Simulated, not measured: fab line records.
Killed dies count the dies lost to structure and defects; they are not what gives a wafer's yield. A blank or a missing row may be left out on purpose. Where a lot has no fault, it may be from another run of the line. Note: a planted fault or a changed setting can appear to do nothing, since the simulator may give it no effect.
fab line records -- flow sky130
record: lots: 6, wafers: 18, last_day: 50
route steps=708 shown DNWELL@42 PWDE@45 NWELL@56 PAD_OPEN@708
lots that met no fault: from a run of the same line without faults
start_h: hours from the record's opening day to when the first of the lot's shown wafers began -- wait_h: hours from the lot's prior step to this one -- " repeats the value in the row above -- L1.1+2: a single row standing in for several wafers -- - no value, or no start given -- * or withheld: withheld -- < > ~ a bound
route shown NAME@n: NAME is a module with steps in the file, n the number in the route of the first one -- usual: the fault-free wafers' mean and standard deviation -- same: alike in all rows -- chamber/n: place in a boat -- sites: the reading at each site -- _std_site: the values' standard deviation -- _edge_site: inner sites' mean taken away from outer sites' mean -- radius_mm: how far each site lies from the wafer's centre -- mask NAME#n: copy n -- behind: the tool/chamber that last shaped the wafer -- hold: what put the lot on hold/how long, in hours/how the hold closed -- device: the transistor (n, p or np) that didn't switch -- end of line: the tests these same wafers got at the end of their route -- a step with no rows: only its recipe -- killed: count of dies lost to structure and defects at first sort (not the wafer's yield) -- map: dies across one wafer; x = killed, . = not, _ = none there
set.NAME: the setting as run; set.NAME@STEP: as run at that earlier step -- model.NAME: the simulator's own value behind a step, which no gauge read
lots at some steps of the route; a table a step, a row a wafer
services: the hour from which a tool's chamber was out of use, counted from the record's first day as start_h (under 0 if before that day), plus the number of hours and why
== steps ==
step: SKY_DNWELL_IMPLANT_07
recipe: species: P, energy_kev: withheld, dose_cm2: withheld, tilt_deg: withheld
step: SKY_DNWELL_STRIP_08
recipe: chemistry: O2/N2, power_w: 1400, pressure_mtorr: 1500, platen_temp_c: withheld, o2_flow_sccm: 3000, n2_flow_sccm: 300, overash_fraction: 0.5
usual: chamber_pressure_mTorr: 1500.0/1.4, drypump_motor_current_A: 5.59/0.26, n2_flow_sccm: 300.1/0.92, oes_product_au: 0.722/0.0047, strip_time_to_endpoint_s: 36.91/0.11
lot.wafer,tool,chamber,start_h,wait_h,chamber_pressure_mTorr,drypump_motor_current_A,n2_flow_sccm,oes_product_au,rf_hours_counter_h,strip_time_to_endpoint_s
L175.3,plasma_asher-02,0,84.93,0.1,1499.4,5.74,301.0,0.722,-,36.78
L175.5,plasma_asher-02,1,84.93,0.1,1499.9,5.47,298.5,0.726,-,36.75
L175.6,plasma_asher-02,0,84.93,0.1,1499.7,5.71,301.0,0.721,-,36.85
L176.1,plasma_asher-01,0,88.59,0.1,1498.2,6.01,299.7,0.713,41,36.85
L176.4,plasma_asher-01,0,88.59,0.1,1498.9,6.01,301.7,0.722,-,36.72
L176.6,plasma_asher-01,1,88.59,0.1,1501.8,5.42,300.6,0.718,-,36.72
L177.2,plasma_asher-01,0,97.73,0.1,1498.8,6.02,300.5,0.721,42,37.09
L177.3,plasma_asher-01,1,97.73,0.1,1501.3,5.44,300.9,0.721,-,36.97
L177.4,plasma_asher-01,0,97.73,0.1,1500.5,6.01,300.2,0.729,-,37.08
L178.2,plasma_asher-02,1,109.18,0.1,1500.2,5.48,300.0,0.720,32,36.86
L178.5,plasma_asher-02,1,109.18,0.1,1500.0,5.49,300.0,0.730,-,36.97
L178.6,plasma_asher-02,0,109.18,0.1,1502.8,5.74,299.8,0.719,-,36.87
L186.1,plasma_asher-03,0,151.46,0.1,1497.5,5.63,302.2,0.718,45,36.87
L186.4,plasma_asher-03,0,151.46,0.1,1496.4,5.65,300.9,0.728,-,36.86
L186.6,plasma_asher-03,0,151.46,0.1,1500.4,5.64,300.5,0.725,-,36.82
L191.1,plasma_asher-01,1,170.14,0.1,1500.9,5.43,299.7,0.719,5,37.10
L191.3,plasma_asher-01,1,170.14,0.1,1498.0,5.41,300.1,0.718,-,37.12
L191.6,plasma_asher-01,0,170.14,0.1,1499.1,6.01,299.7,0.718,-,37.00
step: SKY_DNWELL_TW_MEAS_09
usual: DNWELL_TW: 1114/10
lot.wafer,tool,chamber,start_h,wait_h,DNWELL_TW
L175.3,film_metro-04,-,85.01,0.1,1110
L175.5,film_metro-04,-,85.01,0.1,1118
L175.6,film_metro-04,-,85.01,0.1,1119
L176.1,film_metro-02,-,88.69,0.1,1099
L176.4,film_metro-02,-,88.69,0.1,1099
L176.6,film_metro-02,-,88.69,0.1,1103
L177.2,film_metro-02,-,97.84,0.1,1105
L177.3,film_metro-02,-,97.84,0.1,1108
L177.4,film_metro-02,-,97.84,0.1,1109
L178.2,film_metro-04,-,109.29,0.1,1112
L178.5,film_metro-04,-,109.29,0.1,1118
L178.6,film_metro-04,-,109.29,0.1,1115
L186.1,film_metro-04,-,151.56,0.1,1114
L186.4,film_metro-04,-,151.56,0.1,1120
L186.6,film_metro-04,-,151.56,0.1,1126
L191.1,film_metro-02,-,170.24,0.1,1086
L191.3,film_metro-02,-,170.24,0.1,1095
L191.6,film_metro-02,-,170.24,0.1,1088
step: SKY_PWDE_DEHYDRATE_00
recipe: temp_c: 200, time_s: 60
step: SKY_PWDE_HMDS_01
recipe: prime_time_s: 60, prime_temp_c: 120
step: SKY_PWDE_COAT_02
recipe: spin_rpm: 2000, resist_thk_nm: 3000
step: SKY_PWDE_SOFTBAKE_03
recipe: temp_c: 110, time_s: withheld
step: SKY_PWDE_EXPOSE_04
recipe: mask_id: PWDEM, na: 0.6, source_shape: conventional, sigma_outer: 0.6, polarization: unpolarized, target_cd_nm: 840, dose_mj: 214
step: SKY_PWDE_PEB_05
recipe: temp_c: 115, time_s: withheld
step: SKY_PWDE_DEVELOP_06
recipe: wall_angle_deg: 90, developer: TMAH, develop_time_s: 60, dev_temp_c: 23
step: SKY_PWDE_OVL_MEAS_07
usual: PWDE_OVL: 0.5/1.5
lot.wafer,tool,chamber,start_h,wait_h,PWDE_OVL[nm]
L175.3,overlay-02,-,101.64,-,1.1
L175.5,overlay-02,-,101.64,-,-0.8
L175.6,overlay-02,-,101.64,-,-0.5
L176.1,overlay-02,-,103.99,-,2.9
L176.4,overlay-02,-,103.99,-,-0.1
L176.6,overlay-02,-,103.99,-,0.8
L177.2,overlay-02,-,114.45,-,3.0
L177.3,overlay-02,-,114.45,-,0.4
L177.4,overlay-02,-,114.45,-,1.6
L178.2,overlay-01,-,126.79,-,-1.2
L178.5,overlay-01,-,126.79,-,-2.2
L178.6,overlay-01,-,126.79,-,-0.2
L186.1,overlay-02,-,171.03,-,-1.7
L186.4,overlay-02,-,171.03,-,-1.5
L186.6,overlay-02,-,171.03,-,0.0
L191.1,overlay-01,-,190.67,-,-1.3
L191.3,overlay-01,-,190.67,-,0.0
L191.6,overlay-01,-,190.67,-,-1.0
step: SKY_PWDE_IMPLANT_08
recipe: species: B, energy_kev: 147.6, dose_cm2: 3.6e+12, tilt_deg: withheld
step: SKY_PWDE_STRIP_09
recipe: chemistry: O2/N2, power_w: 1400, pressure_mtorr: 1500, platen_temp_c: withheld, o2_flow_sccm: 3000, n2_flow_sccm: 300, overash_fraction: 0.5
usual: chamber_pressure_mTorr: 1500.0/1.3, drypump_motor_current_A: 5.7/0.34, n2_flow_sccm: 300.0/0.85, oes_product_au: 0.722/0.0043, strip_time_to_endpoint_s: 36.95/0.1
lot.wafer,tool,chamber,start_h,wait_h,chamber_pressure_mTorr,drypump_motor_current_A,n2_flow_sccm,oes_product_au,rf_hours_counter_h,strip_time_to_endpoint_s,model.coat_of_PWDE_COAT_02.thk_nm
L175.3,plasma_asher-04,1,101.85,0.1,1500.6,5.8,299.1,0.722,-,36.89,0
L175.5,plasma_asher-04,1,101.85,0.1,1501.6,5.8,299.9,0.727,-,36.86,0
L175.6,plasma_asher-04,0,101.85,0.1,1498.7,6.2,300.8,0.718,-,37.00,0
L176.1,plasma_asher-01,0,104.18,0.1,-,-,-,-,-,-,3006
L176.4,plasma_asher-01,0,104.18,0.1,-,-,-,-,-,-,3006
L176.6,plasma_asher-01,0,104.18,0.1,-,-,-,-,-,-,2996
L177.2,plasma_asher-03,1,114.63,0.1,-,-,-,-,-,-,3005
L177.3,plasma_asher-03,1,114.63,0.1,-,-,-,-,-,-,2999
L177.4,plasma_asher-03,0,114.63,0.1,-,-,-,-,-,-,3006
L178.2,plasma_asher-04,1,126.97,0.1,1501.3,5.8,299.0,0.718,44,36.97,0
L178.5,plasma_asher-04,0,126.97,0.1,1498.2,6.2,299.2,0.727,-,36.99,0
L178.6,plasma_asher-04,1,126.97,0.1,1501.2,5.8,300.0,0.715,-,36.89,0
L186.1,plasma_asher-04,1,171.22,0.1,1499.9,5.8,300.5,0.724,48,36.95,0
L186.4,plasma_asher-04,0,171.22,0.1,1500.1,6.2,299.5,0.721,-,36.89,0
L186.6,plasma_asher-04,1,171.22,0.1,1500.0,5.8,298.9,0.722,-,36.90,0
L191.1,plasma_asher-03,0,190.85,0.1,1500.0,5.6,301.2,0.718,49,37.08,0
L191.3,plasma_asher-03,0,190.85,0.1,1501.8,5.6,300.3,0.724,-,37.04,0
L191.6,plasma_asher-03,0,190.85,0.1,1501.2,5.7,300.5,0.725,-,36.98,0
step: SKY_PWDE_TW_MEAS_10
usual: PWDE_TW: 373/3.5
lot.wafer,tool,chamber,start_h,wait_h,PWDE_TW
L175.3,film_metro-02,-,101.94,0.1,371
L175.5,film_metro-02,-,101.94,0.1,372
L175.6,film_metro-02,-,101.94,0.1,371
L176.1,film_metro-01,-,104.28,0.1,375
L176.4,film_metro-01,-,104.28,0.1,374
L176.6,film_metro-01,-,104.28,0.1,374
L177.2,film_metro-02,-,114.74,0.1,375
L177.3,film_metro-02,-,114.74,0.1,370
L177.4,film_metro-02,-,114.74,0.1,373
L178.2,film_metro-04,-,127.08,0.1,373
L178.5,film_metro-04,-,127.08,0.1,374
L178.6,film_metro-04,-,127.08,0.1,374
L186.1,film_metro-04,-,171.32,0.1,379
L186.4,film_metro-04,-,171.32,0.1,377
L186.6,film_metro-04,-,171.32,0.1,378
L191.1,film_metro-01,-,190.95,0.1,377
L191.3,film_metro-01,-,190.95,0.1,375
L191.6,film_metro-01,-,190.95,0.1,375
step: SKY_NWELL_DEHYDRATE_03
recipe: temp_c: 200, time_s: 60
step: SKY_NWELL_HMDS_04
recipe: prime_time_s: 60, prime_temp_c: 120
step: SKY_NWELL_COAT_05
recipe: spin_rpm: 2000, resist_thk_nm: 2983
step: SKY_NWELL_SOFTBAKE_06
recipe: temp_c: 110, time_s: withheld
step: SKY_NWELL_EXPOSE_07
recipe: mask_id: NWM, na: 0.6, source_shape: conventional, sigma_outer: 0.6, polarization: unpolarized, target_cd_nm: 840, dose_mj: 255
step: SKY_NWELL_PEB_08
recipe: temp_c: 115, time_s: withheld
step: SKY_NWELL_DEVELOP_09
recipe: wall_angle_deg: 90, developer: TMAH, develop_time_s: 60, dev_temp_c: 23
step: SKY_NWELL_OVL_MEAS_10
usual: NWELL_00_OVL: 0.9/1.3
lot.wafer,tool,chamber,start_h,wait_h,NWELL_00_OVL[nm]
L175.3,overlay-01,-,119.02,-,1.8
L175.5,overlay-01,-,119.02,-,2.8
L175.6,overlay-01,-,119.02,-,-1.3
L176.1,overlay-02,-,121.51,-,-0.5
L176.4,overlay-02,-,121.51,-,0.1
L176.6,overlay-02,-,121.51,-,-0.2
L177.2,overlay-02,-,133.30,-,0.7
L177.3,overlay-02,-,133.30,-,4.0
L177.4,overlay-02,-,133.30,-,3.3
L178.2,overlay-01,-,145.15,-,1.3
L178.5,overlay-01,-,145.15,-,2.5
L178.6,overlay-01,-,145.15,-,2.8
L186.1,overlay-01,-,191.61,-,-0.1
L186.4,overlay-01,-,191.61,-,2.4
L186.6,overlay-01,-,191.61,-,0.7
L191.1,overlay-01,-,211.52,-,-1.1
L191.3,overlay-01,-,211.52,-,-1.5
L191.6,overlay-01,-,211.52,-,1.2
step: SKY_NWELL_IMPLANT_11
recipe: species: P, energy_kev: 400, dose_cm2: 1.9e+13, tilt_deg: withheld
step: SKY_NWELL_IMPLANT_12
recipe: species: P, energy_kev: 120, dose_cm2: 1.3e+12, tilt_deg: withheld
step: SKY_NWELL_IMPLANT_13
recipe: species: P, energy_kev: 50, dose_cm2: 7e+11, tilt_deg: withheld
step: SKY_NWELL_STRIP_14
recipe: chemistry: O2/N2, power_w: 1400, pressure_mtorr: 1500, platen_temp_c: withheld, o2_flow_sccm: 3000, n2_flow_sccm: 300, overash_fraction: 0.5
usual: chamber_pressure_mTorr: 1499.9/1.3, drypump_motor_current_A: 5.7/0.3, n2_flow_sccm: 300.0/0.81, oes_product_au: 0.722/0.0045, strip_time_to_endpoint_s: 36.72/0.12
lot.wafer,tool,chamber,start_h,wait_h,chamber_pressure_mTorr,drypump_motor_current_A,n2_flow_sccm,oes_product_au,rf_hours_counter_h,strip_time_to_endpoint_s
L175.3,plasma_asher-02,1,119.53,0.1,1500.3,5.5,301.4,0.713,-,36.55
L175.5,plasma_asher-02,0,119.53,0.1,1499.3,5.7,300.4,0.725,-,36.65
L175.6,plasma_asher-02,1,119.53,0.1,1500.4,5.5,301.6,0.714,-,36.58
L176.1,plasma_asher-03,0,121.99,0.1,1500.0,5.6,299.8,0.740,43,81.10
L176.4,plasma_asher-03,0,121.99,0.1,1500.4,5.6,299.7,0.742,-,81.20
L176.6,plasma_asher-03,1,121.99,0.1,1501.5,5.2,300.3,0.737,-,80.92
L177.2,plasma_asher-03,1,133.78,0.1,1501.7,5.1,299.4,0.736,44,81.16
L177.3,plasma_asher-03,0,133.78,0.1,1498.2,5.7,300.0,0.740,-,81.03
L177.4,plasma_asher-03,1,133.78,0.1,1498.5,5.2,299.4,0.743,-,81.21
L178.2,plasma_asher-04,0,145.63,0.1,1499.2,6.2,300.7,0.725,46,36.67
L178.5,plasma_asher-04,0,145.63,0.1,1502.1,6.2,301.4,0.721,-,36.61
L178.6,plasma_asher-04,1,145.63,0.1,1500.2,5.8,299.8,0.720,-,36.67
L186.1,plasma_asher-02,0,192.09,0.1,1501.8,5.7,300.8,0.720,41,36.59
L186.4,plasma_asher-02,0,192.09,0.1,1499.3,5.7,300.9,0.722,-,36.60
L186.6,plasma_asher-02,0,192.09,0.1,1499.8,5.7,300.6,0.726,-,36.57
L191.1,plasma_asher-04,1,212.00,0.1,1500.8,5.8,298.5,0.728,52,36.69
L191.3,plasma_asher-04,0,212.00,0.1,1498.9,6.2,299.1,0.720,-,36.73
L191.6,plasma_asher-04,1,212.00,0.1,1503.3,5.8,300.1,0.711,-,36.65
step: SKY_NWELL_TW_MEAS_15
usual: NWELL_TW: 1817/15
lot.wafer,tool,chamber,start_h,wait_h,hold,NWELL_TW
L175.3,film_metro-04,-,119.61,0.1,-,1827
L175.5,film_metro-04,-,119.61,0.1,-,1817
L175.6,film_metro-04,-,119.61,0.1,-,1810
L176.1,film_metro-01,-,122.09,0.1,await_dispo/0.2h/release,30
L176.4,film_metro-01,-,122.09,0.1,await_dispo/0.2h/release,30
L176.6,film_metro-01,-,122.09,0.1,await_dispo/0.2h/release,30
L176.1,film_metro-01,-,122.32,0.2,-,30
L176.4,film_metro-01,-,122.32,0.2,-,30
L176.6,film_metro-01,-,122.32,0.2,-,30
L177.2,film_metro-01,-,133.89,0.1,await_dispo/0.2h/release,30
L177.3,film_metro-01,-,133.89,0.1,await_dispo/0.2h/release,30
L177.4,film_metro-01,-,133.89,0.1,await_dispo/0.2h/release,30
L177.2,film_metro-01,-,134.12,0.2,-,30
L177.3,film_metro-01,-,134.12,0.2,-,30
L177.4,film_metro-01,-,134.12,0.2,-,30
L178.2,film_metro-02,-,145.74,0.1,-,1789
L178.5,film_metro-02,-,145.74,0.1,-,1789
L178.6,film_metro-02,-,145.74,0.1,-,1785
L186.1,film_metro-01,-,192.22,0.1,-,1828
L186.4,film_metro-01,-,192.22,0.1,-,1828
L186.6,film_metro-01,-,192.22,0.1,-,1833
L191.1,film_metro-02,-,212.10,0.1,-,1813
L191.3,film_metro-02,-,212.10,0.1,-,1805
L191.6,film_metro-02,-,212.10,0.1,-,1813
step: SKY_PAD_OPEN_PROBE_99
usual: defect_limited_yield: 82.4/1.9, killed_at_M0_to_M3: 42/7.1, killed_at_M4_up: 3.0/1.7, killed_at_contacts: 25/5, killed_at_front_end: 16/4.4, killed_at_other: 0.5/1.4, killed_dies: 87/9.2, killed_open: 47/6.2, killed_short: 39/6.6, sort_bin_3_pad_short: 0.9/0.46, sort_bin_5_function: 10.3/1.6, sort_bin_6_memory: 6.4/0.99, sort_n_pass: 405/9.2, sort_yield_pct: 82.4/1.9
same: gross_dies: 492, killed_at_back_side: 0, sort_bin_4_leakage[%]: 0, sort_bin_8_speed[%]: 0
lot.wafer,tool,chamber,start_h,wait_h,defect_limited_yield[%],killed_at_M0_to_M3,killed_at_M4_up,killed_at_contacts,killed_at_front_end,killed_at_other,killed_dies,killed_open,killed_short,sort_bin_3_pad_short[%],sort_bin_5_function[%],sort_bin_6_memory[%],sort_n_pass,sort_yield_pct[%]
L175.3,prober-02,-,1117.49,0.2,80.7,47,2,28,17,1,95,55,39,1.2,10.8,7.3,397,80.7
L175.5,prober-02,-,1117.59,0.2,82.1,44,1,21,22,0,88,49,38,1.0,10.6,6.3,404,82.1
L175.6,prober-02,-,1117.64,0.2,81.1,45,0,22,26,0,93,51,41,1.0,10.0,7.9,399,81.1
L178.2,prober-02,-,1136.35,0.1,81.5,38,4,27,21,1,91,52,38,1.4,10.4,6.7,401,81.5
L178.5,prober-02,-,1136.50,0.2,82.1,52,2,19,15,0,88,35,53,1.0,11.2,5.7,404,82.1
L178.6,prober-02,-,1136.55,0.2,81.7,47,3,27,13,0,90,42,48,1.0,10.8,6.5,402,81.7
killed by level:class
L175.3 VIA2:geometric_particle:open=11 LOCAL_INTERCONNECT:geometric_particle:short=8 CONTACT:geometric_particle:open=8 VIA3:geometric_particle:open=8 METAL2:geometric_particle:short=8 LI_CONTACT:geometric_particle:open=6 VIA3:geometric_particle:short=5 FIELD_ISO:geometric_particle:open=4
L175.5 VIA2:geometric_particle:open=9 CONTACT:geometric_particle:open=8 VIA1:geometric_particle:open=8 FIELD_ISO:geometric_particle:short=6 LI_CONTACT:geometric_particle:open=6 METAL2:geometric_particle:short=6 FIELD_ISO:geometric_particle:open=5 POLY_GATE:geometric_particle:short=4
L175.6 CONTACT:geometric_particle:open=10 VIA1:geometric_particle:open=9 FIELD_ISO:geometric_particle:short=8 FIELD_ISO:geometric_particle:open=8 METAL2:geometric_particle:short=8 VIA3:geometric_particle:open=7 VIA2:geometric_particle:open=6 VIA2:geometric_particle:short=5
L178.2 CONTACT:geometric_particle:open=11 VIA1:geometric_particle:open=9 LI_CONTACT:geometric_particle:open=7 FIELD_ISO:geometric_particle:open=6 METAL2:geometric_particle:short=6 METAL1:geometric_particle:short=6 VIA3:geometric_particle:open=6 POLY_GATE:geometric_particle:short=5
L178.5 VIA1:geometric_particle:open=10 METAL2:geometric_particle:short=8 METAL1:geometric_particle:short=7 VIA2:geometric_particle:open=7 VIA1:geometric_particle:short=6 FIELD_ISO:geometric_particle:open=5 CONTACT:geometric_particle:short=5 LOCAL_INTERCONNECT:geometric_particle:short=5
L178.6 VIA1:geometric_particle:open=9 CONTACT:geometric_particle:short=8 METAL2:geometric_particle:short=8 VIA2:geometric_particle:open=7 CONTACT:geometric_particle:open=6 VIA3:geometric_particle:open=6 FIELD_ISO:geometric_particle:short=5 POLY_GATE:geometric_particle:open=5
== services ==
tool,chamber,start_h,hours,kind
plasma_asher-01,-,66.94,3.0,repair
plasma_asher-04,-,71.70,10.0,repair
plasma_asher-01,-,108.75,9.0,pm
plasma_asher-01,0,108.75,9.0,vent_cycle
plasma_asher-01,1,108.75,9.0,vent_cycle
plasma_asher-01,0,117.75,-,clean
plasma_asher-01,1,117.75,-,clean
== key ==
first_sign: step: SKY_PWDE_STRIP_09, reading: tool_record, direction: missing
effect: step: SKY_NWELL_STRIP_14, reading: strip_time_to_endpoint_s, direction: up, sigmas: 99+, usual: *, struck: *
effect: step: SKY_NWELL_TW_MEAS_15, reading: visit, direction: added
effect: step: SKY_NWELL_TW_MEAS_15, reading: NWELL_TW, direction: down, sigmas: 99+, usual: 1817, struck: 30
model_effect: step: SKY_PWDE_STRIP_09, value: coat_of_PWDE_COAT_02.thk_nm, without: 0, struck: 3003
met_at SKY_PWDE_STRIP_09
struck_wafers L176.1,L176.4,L176.6,L177.2,L177.3,L177.4
scrapped_behind SKY_NWELL_TW_MEAS_15 L176.1,L176.4,L176.6,L177.2,L177.3,L177.4
fault: kind: skipped_step_whole, tool: plasma_asher-01,plasma_asher-03, chamber: -, onset_h: 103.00, steps: SKY_PWDE_STRIP_09, scope: struck_lots_only
